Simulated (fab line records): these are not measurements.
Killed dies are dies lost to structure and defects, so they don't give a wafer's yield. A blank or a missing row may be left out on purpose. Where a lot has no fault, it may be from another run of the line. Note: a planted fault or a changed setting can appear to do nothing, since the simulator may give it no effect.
What tool caused it? / flow sky130 / 12 lots with 35 wafers sampled at 4 steps, on a route of 708 steps

WHAT THE GAUGES SHOWED, per wafer
SKY_VIA2_CD_MEAS_12: target cd 200 nm. Usual: 200.4 nm for cd nm, sd 1.2.
lot=L696; measured=day 36 06:08; on=cd sem-02; cd nm (nm)=199.3 199.5 200.1; flag=
lot=L698; measured=day 36 22:57; on=cd sem-02; cd nm (nm)=197.7 198.2 197.6; flag=
lot=L699; measured=day 37 00:10; on=cd sem-02; cd nm (nm)=202.5 201.2 200.5; flag=
lot=L700; measured=day 38 05:01; on=cd sem-01; cd nm (nm)=200.8 201.6 200.6; flag=
lot=L701; measured=day 38 08:40; on=cd sem-02; cd nm (nm)=200.0 199.7 200.5; flag=
lot=L702; measured=day 38 20:13; on=cd sem-02; cd nm (nm)=199.8 200.4 198.7; flag=
lot=L704; measured=day 39 01:31; on=cd sem-02; cd nm (nm)=199.6 201.1 200.7; flag=
lot=L706; measured=day 39 15:13; on=cd sem-02; cd nm (nm)=199.5 189.2; flag=OFF
lot=L711; measured=day 41 14:20; on=cd sem-02; cd nm (nm)=202.3 201.0 201.6; flag=
lot=L714; measured=day 41 20:45; on=cd sem-02; cd nm (nm)=201.8 202.4 201.1; flag=
lot=L718; measured=day 43 00:58; on=cd sem-02; cd nm (nm)=200.3 200.1 201.2; flag=
lot=L719; measured=day 43 03:57; on=cd sem-02; cd nm (nm)=199.1 199.5 198.7; flag=

TOOL THAT RAN EACH LOT (tool first, then ch and the chambers of the sampled wafers, then the start)
lot=L696; SKY_VIA1_CMP_02=cmp-02 ch 1,2, day 32 19:29; SKY_METAL2_SPUTTER_04=pvd sputter-01, day 33 23:58; SKY_VIA2_EXPOSE_09=krf scanner-01 ch 0, day 35 17:54
lot=L698; SKY_VIA1_CMP_02=cmp-01 ch 0,1,2, day 33 12:26; SKY_METAL2_SPUTTER_04=pvd sputter-04, day 34 16:27; SKY_VIA2_EXPOSE_09=krf scanner-02 ch 0, day 36 09:59
lot=L699; SKY_VIA1_CMP_02=cmp-01 ch 1,2,3, day 33 14:47; SKY_METAL2_SPUTTER_04=pvd sputter-02, day 34 19:01; SKY_VIA2_EXPOSE_09=krf scanner-02 ch 0, day 36 11:31
lot=L700; SKY_VIA1_CMP_02=cmp-02 ch 0,2,3, day 34 18:44; SKY_METAL2_SPUTTER_04=pvd sputter-04, day 35 22:23; SKY_VIA2_EXPOSE_09=krf scanner-01 ch 0, day 37 16:11
lot=L701; SKY_VIA1_CMP_02=cmp-02 ch 0,1,2, day 34 22:47; SKY_METAL2_SPUTTER_04=pvd sputter-02, day 36 03:03; SKY_VIA2_EXPOSE_09=krf scanner-02 ch 0, day 37 19:32
lot=L702; SKY_VIA1_CMP_02=cmp-01 ch 0,3, day 35 11:19; SKY_METAL2_SPUTTER_04=pvd sputter-02, day 36 15:02; SKY_VIA2_EXPOSE_09=krf scanner-01 ch 0, day 38 08:20
lot=L704; SKY_VIA1_CMP_02=cmp-01 ch 0,2,3, day 35 18:05; SKY_METAL2_SPUTTER_04=pvd sputter-02, day 36 22:00; SKY_VIA2_EXPOSE_09=krf scanner-02 ch 0, day 38 14:11
lot=L706; SKY_VIA1_CMP_02=cmp-02 ch 2,3, day 36 07:29; SKY_METAL2_SPUTTER_04=pvd sputter-04, day 37 11:41; SKY_VIA2_EXPOSE_09=krf scanner-01 ch 0, day 39 02:45
lot=L711; SKY_VIA1_CMP_02=cmp-01 ch 0,1,3, day 38 08:53; SKY_METAL2_SPUTTER_04=pvd sputter-04, day 39 11:40; SKY_VIA2_EXPOSE_09=krf scanner-02 ch 0, day 41 02:16
lot=L714; SKY_VIA1_CMP_02=cmp-02 ch 1,2,3, day 38 15:53; SKY_METAL2_SPUTTER_04=pvd sputter-02, day 39 18:31; SKY_VIA2_EXPOSE_09=krf scanner-02 ch 0, day 41 08:42
lot=L718; SKY_VIA1_CMP_02=cmp-02 ch 0,2,3, day 39 22:23; SKY_METAL2_SPUTTER_04=pvd sputter-02, day 41 00:51; SKY_VIA2_EXPOSE_09=krf scanner-02 ch 0, day 42 13:59
lot=L719; SKY_VIA1_CMP_02=cmp-01 ch 0,2,3, day 40 00:46; SKY_METAL2_SPUTTER_04=pvd sputter-04, day 41 02:19; SKY_VIA2_EXPOSE_09=krf scanner-01 ch 0, day 42 16:41
- SKY_VIA1_CMP_02: polishes SiO2.
- SKY_METAL2_SPUTTER_04: material TiN, target thk 70 nm, time 58.3 s.
- SKY_VIA2_EXPOSE_09: exposes mask VIM2, target cd 200 nm.

AS READ BY THE TOOLS THEMSELVES (means over the sampled wafers that have a number; for cases with no such wafer, the mark the record gives instead)
SKY_VIA1_CMP_02. Usual: 12.1 A for motor current A, sd 1.3.
lot=L696; tool=cmp-02; motor current A (A)=12.2; flag=
lot=L698; tool=cmp-01; motor current A (A)=12.4; flag=
lot=L699; tool=cmp-01; motor current A (A)=12.3; flag=
lot=L700; tool=cmp-02; motor current A (A)=12.5; flag=
lot=L701; tool=cmp-02; motor current A (A)=11.6; flag=
lot=L702; tool=cmp-01; motor current A (A)=11.0; flag=
lot=L704; tool=cmp-01; motor current A (A)=11.4; flag=
lot=L706; tool=cmp-02; motor current A (A)=13.8; flag=
lot=L711; tool=cmp-01; motor current A (A)=12.6; flag=
lot=L714; tool=cmp-02; motor current A (A)=12.8; flag=
lot=L718; tool=cmp-02; motor current A (A)=12.8; flag=
lot=L719; tool=cmp-01; motor current A (A)=11.3; flag=

SKY_METAL2_SPUTTER_04. Usual: 29.6 % for throttle valve pct, sd 1.4.
lot=L696; tool=pvd sputter-01; throttle valve pct (%)=31.1; flag=
lot=L698; tool=pvd sputter-04; throttle valve pct (%)=29.9; flag=
lot=L699; tool=pvd sputter-02; throttle valve pct (%)=29.8; flag=
lot=L700; tool=pvd sputter-04; throttle valve pct (%)=30.5; flag=
lot=L701; tool=pvd sputter-02; throttle valve pct (%)=28.8; flag=
lot=L702; tool=pvd sputter-02; throttle valve pct (%)=29.5; flag=
lot=L704; tool=pvd sputter-02; throttle valve pct (%)=29.6; flag=
lot=L706; tool=pvd sputter-04; throttle valve pct (%)=30.4; flag=
lot=L711; tool=pvd sputter-04; throttle valve pct (%)=30.1; flag=
lot=L714; tool=pvd sputter-02; throttle valve pct (%)=28.7; flag=
lot=L718; tool=pvd sputter-02; throttle valve pct (%)=29.3; flag=
lot=L719; tool=pvd sputter-04; throttle valve pct (%)=28.7; flag=

THE ANSWER, worked out from the rows above alone
Rule: a lot counts as off when the mean over its wafers that have a number is more than 3 standard deviations away from the usual mean. Also off: a lot with no number at a reading for which 4 or more lots have one. The other lots that the step has rows for count as sound. Order of review: gauges by route order, followed by the tools' own readings, for which a lot's mean as printed above is used. The first step at which some lot is off is used, and at that step the reading that is off furthest; a lot without a number counts as furthest.
Off: L706 (SKY_VIA2_CD_MEAS_12, cd nm).
If a tool, at a process step before that reading, ran all the lots that are off and no sound lot after the first of them, it fits. Those tools and the gauges at SKY_VIA2_CD_MEAS_12 are tried in the same way. Not one of the candidates tried fits.

WHAT THE SIMULATOR PUT IN
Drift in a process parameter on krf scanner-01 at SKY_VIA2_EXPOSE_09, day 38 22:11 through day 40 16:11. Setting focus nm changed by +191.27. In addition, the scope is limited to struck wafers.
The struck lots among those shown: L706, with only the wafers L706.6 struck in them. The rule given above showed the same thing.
